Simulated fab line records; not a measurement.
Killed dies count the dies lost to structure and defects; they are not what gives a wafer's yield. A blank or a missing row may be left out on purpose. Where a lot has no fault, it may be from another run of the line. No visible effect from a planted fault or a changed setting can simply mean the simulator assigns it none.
Commonality check across tools / flow gf180mcu / 33 wafers sampled across 11 lots

## WHAT PROMPTED THE OPENING
2 of 11 lots carry a flag on the reading PSD_RS at GF_PSD_RS_MEAS_15. No-fault wafers: 108.56 ohm/sq, standard deviation 0.28.
Rule: flag the lot when none of its wafers has a number, or when each of its wafers that has one lies beyond 4 standard deviations from that mean. The rest of the lots are taken to be sound.

lot=L790; measured=day 14 15:19; on=film-metro-04; PSD_RS (ohm/sq), wafer by wafer=108.54 108.54 108.68; flag=
lot=L795; measured=day 16 08:58; on=film-metro-03; PSD_RS (ohm/sq), wafer by wafer=107.38 107.26 107.14; flag=FLAGGED
lot=L796; measured=day 16 19:43; on=film-metro-03; PSD_RS (ohm/sq), wafer by wafer=107.27 107.01 107.12; flag=FLAGGED
lot=L797; measured=day 17 03:07; on=film-metro-03; PSD_RS (ohm/sq), wafer by wafer=108.51 108.29 108.60; flag=
lot=L803; measured=day 19 11:50; on=film-metro-01; PSD_RS (ohm/sq), wafer by wafer=108.67 108.64 108.88; flag=
lot=L804; measured=day 19 17:26; on=film-metro-01; PSD_RS (ohm/sq), wafer by wafer=108.90 108.95 108.90; flag=
lot=L805; measured=day 20 04:09; on=film-metro-04; PSD_RS (ohm/sq), wafer by wafer=107.95 108.50 108.32; flag=
lot=L807; measured=day 21 00:13; on=film-metro-03; PSD_RS (ohm/sq), wafer by wafer=108.62 108.23 108.37; flag=
lot=L810; measured=day 21 17:54; on=film-metro-04; PSD_RS (ohm/sq), wafer by wafer=108.25 108.11 107.86; flag=
lot=L811; measured=day 22 04:16; on=film-metro-04; PSD_RS (ohm/sq), wafer by wafer=108.47 108.03 108.33; flag=
lot=L812; measured=day 22 14:25; on=film-metro-01; PSD_RS (ohm/sq), wafer by wafer=108.61 108.83 108.75; flag=
Average over the flagged lots: 107.20 ohm/sq; offset from the usual -1.36 ohm/sq, equal to -5 standard deviations.

## TOOL THAT RAN EACH LOT
4 process steps preceding the reading are held in the record, out of 602 steps in the route. Every cell lists first the tool, next ch and the chambers used by the sampled wafers, and last the start.
lot=L790; flag=; GF_POLY_GATE_ETCH_12=rie-diel-02 ch 0,1,2, day 9 10:54; GF_HV_LDD_STRIP_10=plasma-asher-04 ch 0,1, day 10 07:03; GF_PSD_IMPLANT_09=implanter-04 ch 0, day 14 14:45; GF_PSD_STRIP_10=plasma-asher-02 ch 0,1, day 14 14:53
lot=L795; flag=FLAGGED; GF_POLY_GATE_ETCH_12=rie-diel-01 ch 0,1, day 10 23:06; GF_HV_LDD_STRIP_10=plasma-asher-01 ch 0,1, day 11 20:03; GF_PSD_IMPLANT_09=implanter-02 ch 0, day 16 08:24; GF_PSD_STRIP_10=plasma-asher-01 ch 0,1, day 16 08:33
lot=L796; flag=FLAGGED; GF_POLY_GATE_ETCH_12=rie-diel-01 ch 1,3, day 11 07:21; GF_HV_LDD_STRIP_10=plasma-asher-01 ch 0,1, day 12 04:42; GF_PSD_IMPLANT_09=implanter-02 ch 0, day 16 19:09; GF_PSD_STRIP_10=plasma-asher-03 ch 0,1, day 16 19:18
lot=L797; flag=; GF_POLY_GATE_ETCH_12=rie-diel-02 ch 0,3, day 11 13:11; GF_HV_LDD_STRIP_10=plasma-asher-03 ch 0,1, day 12 10:48; GF_PSD_IMPLANT_09=implanter-03 ch 0, day 17 02:33; GF_PSD_STRIP_10=plasma-asher-01 ch 0,1, day 17 02:42
lot=L803; flag=; GF_POLY_GATE_ETCH_12=rie-diel-04 ch 0,1, day 13 12:56; GF_HV_LDD_STRIP_10=plasma-asher-03 ch 0,1, day 14 12:09; GF_PSD_IMPLANT_09=implanter-02 ch 0, day 19 11:17; GF_PSD_STRIP_10=plasma-asher-02 ch 0,1, day 19 11:25
lot=L804; flag=; GF_POLY_GATE_ETCH_12=rie-diel-04 ch 0,1,3, day 13 19:35; GF_HV_LDD_STRIP_10=plasma-asher-04 ch 0,1, day 14 18:44; GF_PSD_IMPLANT_09=implanter-02 ch 0, day 19 16:53; GF_PSD_STRIP_10=plasma-asher-01 ch 0,1, day 19 16:59
lot=L805; flag=; GF_POLY_GATE_ETCH_12=rie-diel-01 ch 1,2,3, day 14 03:27; GF_HV_LDD_STRIP_10=plasma-asher-03 ch 0,1, day 15 01:57; GF_PSD_IMPLANT_09=implanter-03 ch 0, day 20 03:35; GF_PSD_STRIP_10=plasma-asher-01 ch 0,1, day 20 03:43
lot=L807; flag=; GF_POLY_GATE_ETCH_12=rie-diel-01 ch 1,3, day 14 19:36; GF_HV_LDD_STRIP_10=plasma-asher-01 ch 0,1, day 15 19:44; GF_PSD_IMPLANT_09=implanter-04 ch 0, day 20 23:36; GF_PSD_STRIP_10=plasma-asher-01 ch 0,1, day 20 23:44
lot=L810; flag=; GF_POLY_GATE_ETCH_12=rie-diel-01 ch 0,1,3, day 15 12:56; GF_HV_LDD_STRIP_10=plasma-asher-01 ch 0,1, day 16 13:24; GF_PSD_IMPLANT_09=implanter-02 ch 0, day 21 17:20; GF_PSD_STRIP_10=plasma-asher-02 ch 0,1, day 21 17:29
lot=L811; flag=; GF_POLY_GATE_ETCH_12=rie-diel-04 ch 0,2,3, day 15 22:26; GF_HV_LDD_STRIP_10=plasma-asher-01 ch 0,1, day 16 23:00; GF_PSD_IMPLANT_09=implanter-04 ch 0, day 22 03:42; GF_PSD_STRIP_10=plasma-asher-03 ch 0,1, day 22 03:51
lot=L812; flag=; GF_POLY_GATE_ETCH_12=rie-diel-02 ch 1,3, day 16 07:35; GF_HV_LDD_STRIP_10=plasma-asher-01 ch 0, day 17 08:09; GF_PSD_IMPLANT_09=implanter-03 ch 0, day 22 13:51; GF_PSD_STRIP_10=plasma-asher-03 ch 0,1, day 22 14:00
What is done by these steps:
- GF_POLY_GATE_ETCH_12: etches BARC in N2/H2.
- GF_HV_LDD_STRIP_10: strips in O2/N2.
- GF_PSD_IMPLANT_09
- GF_PSD_STRIP_10: strips in O2/N2.
- GF_PSD_RS_MEAS_15: measures by four-point-probe.

## FLAGGED OVER TOTAL, TOOL BY TOOL (the gauges that took the reading come last)
step=GF_POLY_GATE_ETCH_12; tool=rie-diel-01; lots run=5; flagged=2; share of the flagged lots=all; sound lots run after its first flagged lot=3 (L805,L807,L810)
step=GF_POLY_GATE_ETCH_12; tool=rie-diel-02; lots run=3; flagged=0; share of the flagged lots=none; sound lots run after its first flagged lot=-
step=GF_POLY_GATE_ETCH_12; tool=rie-diel-04; lots run=3; flagged=0; share of the flagged lots=none; sound lots run after its first flagged lot=-
step=GF_HV_LDD_STRIP_10; tool=plasma-asher-01; lots run=6; flagged=2; share of the flagged lots=all; sound lots run after its first flagged lot=4 (L807,L810,L811,L812)
step=GF_HV_LDD_STRIP_10; tool=plasma-asher-03; lots run=3; flagged=0; share of the flagged lots=none; sound lots run after its first flagged lot=-
step=GF_HV_LDD_STRIP_10; tool=plasma-asher-04; lots run=2; flagged=0; share of the flagged lots=none; sound lots run after its first flagged lot=-
step=GF_PSD_IMPLANT_09; tool=implanter-02; lots run=5; flagged=2; share of the flagged lots=all; sound lots run after its first flagged lot=3 (L803,L804,L810)
step=GF_PSD_IMPLANT_09; tool=implanter-03; lots run=3; flagged=0; share of the flagged lots=none; sound lots run after its first flagged lot=-
step=GF_PSD_IMPLANT_09; tool=implanter-04; lots run=3; flagged=0; share of the flagged lots=none; sound lots run after its first flagged lot=-
step=GF_PSD_STRIP_10; tool=plasma-asher-01; lots run=5; flagged=1; share of the flagged lots=some; sound lots run after its first flagged lot=4 (L797,L804,L805,L807)
step=GF_PSD_STRIP_10; tool=plasma-asher-02; lots run=3; flagged=0; share of the flagged lots=none; sound lots run after its first flagged lot=-
step=GF_PSD_STRIP_10; tool=plasma-asher-03; lots run=3; flagged=1; share of the flagged lots=some; sound lots run after its first flagged lot=2 (L811,L812)
step=GF_PSD_RS_MEAS_15; tool=film-metro-01; lots run=3; flagged=0; share of the flagged lots=none; sound lots run after its first flagged lot=-
step=GF_PSD_RS_MEAS_15; tool=film-metro-03; lots run=4; flagged=2; share of the flagged lots=all; sound lots run after its first flagged lot=2 (L797,L807)
step=GF_PSD_RS_MEAS_15; tool=film-metro-04; lots run=4; flagged=0; share of the flagged lots=none; sound lots run after its first flagged lot=-

## WHAT THE TABLE ALLOWS
4 rows of the table ran every flagged lot: rie-diel-01 at GF_POLY_GATE_ETCH_12, plasma-asher-01 at GF_HV_LDD_STRIP_10, implanter-02 at GF_PSD_IMPLANT_09, film-metro-03 at GF_PSD_RS_MEAS_15.
- rie-diel-01 at GF_POLY_GATE_ETCH_12 ran 5 lots, 2 of them flagged. Lots that were sound ran on it after the first flagged one (L805, L807, L810); a persistent fault on the entire tool would not allow that.
- plasma-asher-01 at GF_HV_LDD_STRIP_10 ran 6 lots, 2 of them flagged. Lots that were sound ran on it after the first flagged one (L807, L810, L811, L812); a persistent fault on the entire tool would not allow that.
- implanter-02 at GF_PSD_IMPLANT_09 ran 5 lots, 2 of them flagged. Lots that were sound ran on it after the first flagged one (L803, L804, L810); a persistent fault on the entire tool would not allow that. Its own readings lie more than 4 standard deviations out on every wafer of the flagged lots: beam-energy-keV.
- film-metro-03 at GF_PSD_RS_MEAS_15 ran 4 lots, 2 of them flagged. Lots that were sound ran on it after the first flagged one (L797, L807); a persistent fault on the entire tool would not allow that.
No row of the table ran every flagged lot and no sound lot after the first.

## WHAT WAS PUT IN BY THE SIMULATOR
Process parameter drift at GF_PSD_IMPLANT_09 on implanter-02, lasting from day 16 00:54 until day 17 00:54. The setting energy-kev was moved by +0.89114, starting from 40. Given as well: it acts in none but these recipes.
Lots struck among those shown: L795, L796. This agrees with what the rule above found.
